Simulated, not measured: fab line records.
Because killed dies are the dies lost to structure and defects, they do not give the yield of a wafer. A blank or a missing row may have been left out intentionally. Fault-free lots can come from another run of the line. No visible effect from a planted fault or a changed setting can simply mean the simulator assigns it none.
A single fault, viewed from 2 desks || flow sky130 || every desk sees just its own numbers, and what lay behind them comes last

== FROM THE METROLOGY DESK ==
What the gauges read for every lot (on any tool): the sampled wafers with a number, averaged. If a lot's mean is further than 4 standard deviations from the usual mean, the lot is out of limits and carries the mark OUT (the distance appears in the brackets).
Columns: A = VIA2_OVL at SKY_VIA2_OVL_MEAS_13, usual -4 nm; B = VIA2_W_RS at SKY_VIA2_RS_MEAS_22, usual 0.2713 ohm/sq; C = VIA2_W_THK at SKY_VIA2_THK_MEAS_23, usual 410 nm
{"lot": "L306", "first seen here": "day 37 02:10", "A": -6, "B": 0.2706, "C": 410}
{"lot": "L308", "first seen here": "day 38 00:22", "A": -3, "B": 0.2676, "C": 412}
{"lot": "L309", "first seen here": "day 38 15:10", "A": -4, "B": 0.2664, "C": 418}
{"lot": "L310", "first seen here": "day 38 16:43", "A": 2, "B": 0.2721, "C": 406}
{"lot": "L313", "first seen here": "day 40 00:56", "A": -7, "B": 0.2689, "C": 414}
{"lot": "L314", "first seen here": "day 40 01:53", "A": -2, "B": 0.2739, "C": 410}
{"lot": "L316", "first seen here": "day 40 08:22", "A": -0, "B": 0.2729, "C": 411}
{"lot": "L317", "first seen here": "day 40 15:00", "A": -3, "B": "0.2524 (-6.5) OUT", "C": "443 (+6.0) OUT"}
{"lot": "L320", "first seen here": "day 41 17:51", "A": -2, "B": "0.2518 (-6.7) OUT", "C": "445 (+6.5) OUT"}
{"lot": "L326", "first seen here": "day 43 05:40", "A": -7, "B": 0.2690, "C": 402}
Per this desk, out of limits: L317, L320; the first was L317, day 40 15:57 (VIA2_W_RS at SKY_VIA2_RS_MEAS_22). L306, L308, L309, L310, L313, L314, L316, L326 stayed within limits.

== DESK OF THE TOOL OWNER: cvd_w-02 ==
The tool's own readings at SKY_VIA2_CVD_21 (deposits W, target thk 420 nm, time 126.4 s): means of the sampled wafers that have a number, for each lot that ran on this tool. If a lot's mean is further than 4 standard deviations from the usual mean, the lot is out of limits and carries the mark OUT (the distance appears in the brackets).
Columns: A = chamber_pressure_Torr at SKY_VIA2_CVD_21, usual 40.01 Torr; B = heater_power_w at SKY_VIA2_CVD_21, usual 895 W
{"lot": "L306", "first seen here": "day 37 03:01", "A": 39.97, "B": 843}
{"lot": "L308", "first seen here": "day 38 01:10", "A": 40.02, "B": 853}
{"lot": "L310", "first seen here": "day 38 20:16", "A": 40.01, "B": 932}
{"lot": "L313", "first seen here": "day 40 01:47", "A": 39.98, "B": 854}
{"lot": "L314", "first seen here": "day 40 02:47", "A": 40.08, "B": 847}
{"lot": "L317", "first seen here": "day 40 15:48", "A": "46.62 (+83) OUT", "B": 947}
{"lot": "L320", "first seen here": "day 41 18:41", "A": "46.63 (+83) OUT", "B": 942}
This desk finds L317, L320 out of limits, L317 being first, at day 40 15:48 (chamber_pressure_Torr at SKY_VIA2_CVD_21). L306, L308, L310, L313, L314 stayed within limits.

== PUT TOGETHER ==
An alarm could have come from the tool owner's desk at day 40 15:48, on L317, L320.
An alarm was possible from the metrology desk at day 40 15:57, on L317, L320.
Every lot named ran SKY_VIA2_CVD_21 on cvd_w-02.

== WHAT HAD BEEN PUT IN BY THE SIMULATOR ==
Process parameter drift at SKY_VIA2_CVD_21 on cvd_w-02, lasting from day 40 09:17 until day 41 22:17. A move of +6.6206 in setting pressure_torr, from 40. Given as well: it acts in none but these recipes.
Struck lots among those shown: L317, L320.
Fault start to first reading out of limits, in hours, per desk: tool owner, 7; metrology, 7.
